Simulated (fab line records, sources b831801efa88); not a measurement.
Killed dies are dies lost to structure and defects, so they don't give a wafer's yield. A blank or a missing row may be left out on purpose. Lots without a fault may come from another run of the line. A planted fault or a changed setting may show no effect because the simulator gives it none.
Which tool did it? | flow sky130 | 11 lots, 32 wafers sampled, at 7 steps of a route of 708

WHAT THE GAUGES READ, wafer by wafer
SKY_VIA2_OVL_MEAS_13.
lot  | measured     | on         | VIA2_OVL (nm)
L469 | day 36 19:35 | overlay-01 | 2 9 10
L470 | day 37 18:11 | overlay-01 | -4 -9 -5
L473 | day 38 05:31 | overlay-02 | 5 0 7
L476 | day 39 03:46 | overlay-02 | 4 5 1
L479 | day 40 06:50 | overlay-02 | 5 3 10
L480 | day 40 07:27 | overlay-02 | 7 8 14
L481 | day 40 12:11 | overlay-02 | 4 -7 2
L482 | day 40 23:53 | overlay-02 | -12 -3 3
L484 | day 41 14:06 | overlay-02 | 9 9 9
L483 | day 41 16:32 | overlay-02 | 5 7 1
L487 | day 42 11:47 | overlay-02 | 1 -1

SKY_CAPM_RS_MEAS_03: measures by four-point-probe.
lot  | measured     | on            | CAPM_TIN_RS (ohm/sq)
L469 | day 36 21:34 | film_metro-02 | 6.89 6.93 6.91
L470 | day 37 20:09 | film_metro-01 | 6.87 6.96 6.83
L473 | day 38 07:18 | film_metro-01 | 6.90 6.86 6.88
L476 | day 39 05:37 | film_metro-01 | 6.91 6.88 7.01
L479 | day 40 08:36 | film_metro-02 | 6.85 6.89 6.96
L480 | day 40 09:13 | film_metro-01 | 7.07 7.03 7.07
L481 | day 40 13:57 | film_metro-03 | 6.86 6.83 6.78
L482 | day 41 01:52 | film_metro-03 | 6.97 7.03 7.10
L484 | day 41 15:55 | film_metro-02 | 6.93 9.15 7.04
L483 | day 41 18:44 | film_metro-02 | 6.83 6.87 9.09
L487 | day 42 13:41 | film_metro-02 | 9.26 6.99

SKY_CAPM_THK_MEAS_04: measures by xrf.
lot  | measured     | on            | CAPM_TIN_THK (nm)
L469 | day 36 21:41 | film_metro-02 | 200.4 200.0 200.3
L470 | day 37 20:15 | film_metro-01 | 202.1 199.1 202.5
L473 | day 38 07:24 | film_metro-01 | 201.4 203.1 202.1
L476 | day 39 05:43 | film_metro-01 | 201.4 201.8 198.3
L479 | day 40 08:43 | film_metro-02 | 200.9 199.7 196.4
L480 | day 40 09:20 | film_metro-01 | 197.1 197.7 196.8
L481 | day 40 14:04 | film_metro-03 | 201.9 202.6 204.2
L482 | day 41 01:59 | film_metro-03 | 199.4 196.9 196.1
L484 | day 41 16:02 | film_metro-02 | 198.4 150.8 194.4
L483 | day 41 18:51 | film_metro-02 | 201.2 199.1 152.3
L487 | day 42 13:47 | film_metro-02 | 149.8 196.9

SKY_METAL3_CD_MEAS_13: target cd 300 nm.
lot  | measured     | on        | cd_nm (nm)
L469 | day 39 00:55 | cd_sem-01 | 300.1 299.7 299.7
L470 | day 39 22:21 | cd_sem-02 | 299.6 299.5 299.6
L473 | day 40 08:48 | cd_sem-02 | 298.5 298.4 299.9
L476 | day 41 07:42 | cd_sem-01 | 298.7 298.6 297.5
L479 | day 42 08:58 | cd_sem-01 | 300.8 301.5 300.3
L480 | day 42 10:07 | cd_sem-02 | 300.8 298.9 302.0
L481 | day 42 14:04 | cd_sem-01 | 299.5 300.6 301.3
L482 | day 43 02:19 | cd_sem-01 | 299.1 299.0 300.1
L484 | day 43 15:28 | cd_sem-01 | 299.5 299.4 298.5
L483 | day 43 17:40 | cd_sem-01 | 300.4 301.7 302.1
L487 | day 44 12:11 | cd_sem-01 | 300.1 300.4

SKY_METAL4_CD_MEAS_13: target cd 300 nm.
lot  | measured     | on        | cd_nm (nm)
L469 | day 42 05:43 | cd_sem-02 | 302.2 302.5 301.1
L470 | day 43 03:34 | cd_sem-01 | 298.3 299.5 299.1
L473 | day 43 12:58 | cd_sem-02 | 300.0 301.3 301.2
L476 | day 44 09:50 | cd_sem-02 | 301.2 301.1 300.9
L479 | day 45 08:05 | cd_sem-01 | 300.8 301.7 300.8
L480 | day 45 10:37 | cd_sem-02 | 298.9 299.9 297.9
L481 | day 45 13:52 | cd_sem-02 | 298.3 298.7 300.1
L482 | day 46 00:13 | cd_sem-02 | 302.0 301.9 301.2
L484 | day 46 11:41 | cd_sem-01 | 299.4 300.1 298.9
L483 | day 46 14:19 | cd_sem-01 | 300.8 302.6 300.7
L487 | day 47 07:17 | cd_sem-02 | 298.2 298.4

WHICH TOOL RAN EACH LOT (tool, then ch and the chambers of the sampled wafers, then the start)
lot  | SKY_CAPM_SPUTTER_02          | SKY_CAPM_METAL_ETCH_13
L469 | pvd_sputter-01, day 36 21:28 | rie_metal-01 ch 1, day 37 23:28
L470 | pvd_sputter-02, day 37 20:00 | rie_metal-01 ch 0,1, day 38 21:14
L473 | pvd_sputter-01, day 38 07:09 | rie_metal-03 ch 0,1, day 39 07:17
L476 | pvd_sputter-01, day 39 05:29 | rie_metal-03 ch 0,1, day 40 06:25
L479 | pvd_sputter-02, day 40 08:29 | rie_metal-02 ch 0,1, day 41 08:37
L480 | pvd_sputter-01, day 40 09:06 | rie_metal-03 ch 0,1, day 41 09:43
L481 | pvd_sputter-02, day 40 13:51 | rie_metal-02 ch 0,1, day 41 14:04
L482 | pvd_sputter-01, day 41 01:46 | rie_metal-01 ch 0,1, day 42 01:43
L484 | pvd_sputter-01, day 41 15:48 | rie_metal-03 ch 0,1, day 42 15:04
L483 | pvd_sputter-01, day 41 18:37 | rie_metal-03 ch 0,1, day 42 17:55
L487 | pvd_sputter-01, day 42 13:33 | rie_metal-01 ch 0, day 43 12:58
- SKY_CAPM_SPUTTER_02: material TiN, target thk 200 nm, time 166.7 s.
- SKY_CAPM_METAL_ETCH_13: etches TiN in Cl2/BCl3, stops on SiO2, target depth 220 nm, time 62.9 s.

WHAT THE TOOLS THEMSELVES READ (means of the sampled wafers that have a number; where no wafer has one, the mark that the record gives instead)
SKY_CAPM_SPUTTER_02.
lot  | tool           | throttle_valve_pct (%)
L469 | pvd_sputter-01 | 30.6
L470 | pvd_sputter-02 | 30.5
L473 | pvd_sputter-01 | 30.0
L476 | pvd_sputter-01 | 30.4
L479 | pvd_sputter-02 | 29.7
L480 | pvd_sputter-01 | 30.2
L481 | pvd_sputter-02 | 29.2
L482 | pvd_sputter-01 | 30.6
L484 | pvd_sputter-01 | 30.7
L483 | pvd_sputter-01 | 30.3
L487 | pvd_sputter-01 | 30.2

SKY_CAPM_METAL_ETCH_13.
lot  | tool         | drypump_motor_current_A (A) | oes_product_au (a.u.) | throttle_valve_pct (%)
L469 | rie_metal-01 | 5.4                         | 0.947                 | 21.898
L470 | rie_metal-01 | 5.5                         | 0.941                 | 21.902
L473 | rie_metal-03 | 5.9                         | 0.945                 | 21.900
L476 | rie_metal-03 | 5.6                         | 0.941                 | 21.903
L479 | rie_metal-02 | 6.2                         | 0.940                 | 21.893
L480 | rie_metal-03 | 5.9                         | 0.933                 | 21.910
L481 | rie_metal-02 | 6.2                         | 0.942                 | 21.897
L482 | rie_metal-01 | 5.4                         | 0.937                 | 21.914
L484 | rie_metal-03 | 5.7                         | 0.892                 | 21.938
L483 | rie_metal-03 | 5.6                         | 0.900                 | 21.934
L487 | rie_metal-01 | 5.5                         | 0.866                 | 21.943

THE ANSWER, worked out from the rows above alone
Rule: what is usual is taken from the lots themselves. Put in order of their means at a reading, lots are off if they are a third of the lots or fewer, leave a main group of 4 or more, and stand apart from it by a gap of 3 or more times the standard deviation of the main group's means; of several such gaps the widest counts. A main group whose means are all the same, to the digits that the tables above print for the reading, isn't used. A lot without any number at a reading at which 4 lots or more have one is off too. The other lots that the step has rows for count as sound. The gauges are gone through in route order, then the tools' own readings, and for those a lot's mean is taken as printed above. The first step at which some lot is off is used, and at that step the reading that is off furthest; a lot without a number counts as furthest.
Off: L484, L483, L487, at SKY_CAPM_RS_MEAS_03 (CAPM_TIN_RS). The main group: mean 6.93 ohm/sq, standard deviation 0.074.
A tool fits if, at a process step before that reading, it ran every lot that is off, and no sound lot after the first of them. The gauges at SKY_CAPM_RS_MEAS_03 aren't tried: what is off there is off at SKY_CAPM_METAL_ETCH_13 too, on other tools, and a gauge's error can't cause that. One fits: pvd_sputter-01 at SKY_CAPM_SPUTTER_02. Its last sound lot is L482 (day 41 01:46), its first lot that is off L484 (day 41 15:48): a fault that began between those two fits.

WHAT THE SIMULATOR HAD PUT IN
Process parameter drift: pvd_sputter-01, from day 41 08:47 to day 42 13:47, at SKY_CAPM_SPUTTER_02. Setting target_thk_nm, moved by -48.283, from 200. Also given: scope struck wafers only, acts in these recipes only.
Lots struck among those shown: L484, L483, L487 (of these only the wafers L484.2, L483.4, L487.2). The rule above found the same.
